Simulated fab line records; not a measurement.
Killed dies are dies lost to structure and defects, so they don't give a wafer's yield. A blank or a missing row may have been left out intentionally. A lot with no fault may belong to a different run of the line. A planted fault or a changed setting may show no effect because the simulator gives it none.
Which tool was responsible? | flow sky130 | Sampling: 14 lots, 42 wafers, 3 of 708 route steps

WHAT THE GAUGES READ, wafer by wafer
SKY_VT_ADJUST_NCORE_OVL_MEAS_08. Usual: VT_ADJUST_NCORE_OVL gives -0.1 nm (standard deviation 1.8).
lot  | measured     | on         | VT_ADJUST_NCORE_OVL (nm) | flag
L389 | day 8 17:33  | overlay-02 | 2.9 1.8 2.1              |
L390 | day 8 22:59  | overlay-01 | 0.5 0.1 0.2              |
L391 | day 9 18:59  | overlay-01 | 0.0 1.0 -2.0             |
L394 | day 10 09:46 | overlay-02 | -0.3 -0.8 0.3            |
L396 | day 11 01:35 | overlay-02 | -1.9 -0.1 -0.5           |
L397 | day 11 08:44 | overlay-01 | 0.0 -1.3 -1.9            |
L403 | day 12 20:43 | overlay-02 | -1.2 0.1 2.3             |
L404 | day 13 02:11 | overlay-01 | -1.9 -0.7 -1.5           |
L406 | day 13 22:31 | overlay-02 | 3.7 2.8 2.4              |
L405 | day 13 23:04 | overlay-02 | -2.0 0.3 -0.3            |
L407 | day 14 04:38 | overlay-01 | 4.0 0.4 2.6              |
L408 | day 14 09:41 | overlay-02 | 0.5 -0.5 0.5             |
L409 | day 14 15:23 | overlay-01 | 0.8 1.2 2.6              |
L411 | day 15 09:05 | overlay-02 | -0.8 -0.9 -0.5           |

SKY_SONOS_ONO_CD_MEAS_13: the cd target is 410 nm. Usual: cd nm at 410.1 nm, with a standard deviation of 2.4.
lot  | measured     | on        | cd nm (nm)        | flag
L389 | day 12 20:18 | cd sem-01 | 406.6 408.5 408.0 |
L390 | day 13 04:25 | cd sem-01 | 411.2 412.9 413.6 |
L391 | day 13 23:14 | cd sem-01 | 408.2 412.6 409.5 |
L394 | day 14 12:46 | cd sem-01 | 410.3 410.7 412.1 |
L396 | day 15 09:16 | cd sem-01 | 408.2 408.4 409.9 |
L397 | day 15 20:12 | cd sem-02 | 408.5 407.9 408.5 |
L403 | day 17 15:40 | cd sem-02 | 410.9 410.3 411.5 |
L404 | day 17 23:05 | cd sem-01 | 414.0 416.2 413.7 |
L406 | day 18 22:41 | cd sem-01 | 408.7 410.3 408.8 |
L405 | day 19 00:17 | cd sem-01 | 409.4 412.4 412.5 |
L407 | day 19 02:52 | cd sem-02 | 412.7 413.2 413.6 |
L408 | day 19 09:38 | cd sem-01 | 411.6 412.5 411.0 |
L409 | day 19 16:09 | cd sem-02 | 408.4 411.9 411.4 |
L411 | day 20 11:48 | cd sem-02 | 411.2 412.3 408.9 |

SKY_LI_CONTACT_THK_MEAS_23: measures by xrf. Usual: LI_CONTACT_W_THK gives 401 nm (standard deviation 5.4).
lot  | measured     | on            | LI_CONTACT_W_THK (nm) | flag
L389 | day 29 08:52 | film metro-02 | 399 396 398           |
L390 | day 29 16:39 | film metro-02 | 396 397 395           |
L391 | day 30 11:50 | film metro-02 | 403 402 400           |
L394 | day 31 02:07 | film metro-02 | 396 397 389           |
L396 | day 32 03:28 | film metro-01 | 393 389 389           |
L397 | day 32 12:47 | film metro-03 | 407 401 401           |
L403 | day 34 03:48 | film metro-02 | 407 405 409           |
L404 | day 34 09:11 | film metro-02 | 410 402 407           |
L406 | day 35 04:52 | film metro-01 | 408 405 408           |
L405 | day 35 07:43 | film metro-03 | 402 400 403           |
L407 | day 35 09:23 | film metro-01 | 412 406 411           |
L408 | day 35 15:41 | film metro-02 | 390 390 389           |
L409 | day 35 22:39 | film metro-03 | 406 401 403           |
L411 | day 36 10:37 | film metro-03 | 397 395 402           |

TOOL THAT RAN EACH LOT (tool first, then ch and the chambers of the sampled wafers, then the start)
Record: no process step prior to these readings.

AS READ BY THE TOOLS THEMSELVES (means over the sampled wafers that have a number; for cases with no such wafer, the mark the record gives instead)
The record holds no such reading with a usual standard deviation.

THE ANSWER, worked out from the rows above alone
Rule: lot off if the mean of its wafers having a number is beyond 3 standard deviations from the usual mean. Also off: a lot with no number at a reading for which 4 or more lots have one. Where the step has rows for the other lots, those lots are counted as sound. After the gauges, taken in route order, come the tools' own readings; for these a lot's mean is taken, as printed above. At the first step where some lot is off, the reading lying furthest off is the one used; lots without a number count as furthest.
No lot is off at any reading shown: from this, nothing can be told.

WHAT THE SIMULATOR HAD PUT IN
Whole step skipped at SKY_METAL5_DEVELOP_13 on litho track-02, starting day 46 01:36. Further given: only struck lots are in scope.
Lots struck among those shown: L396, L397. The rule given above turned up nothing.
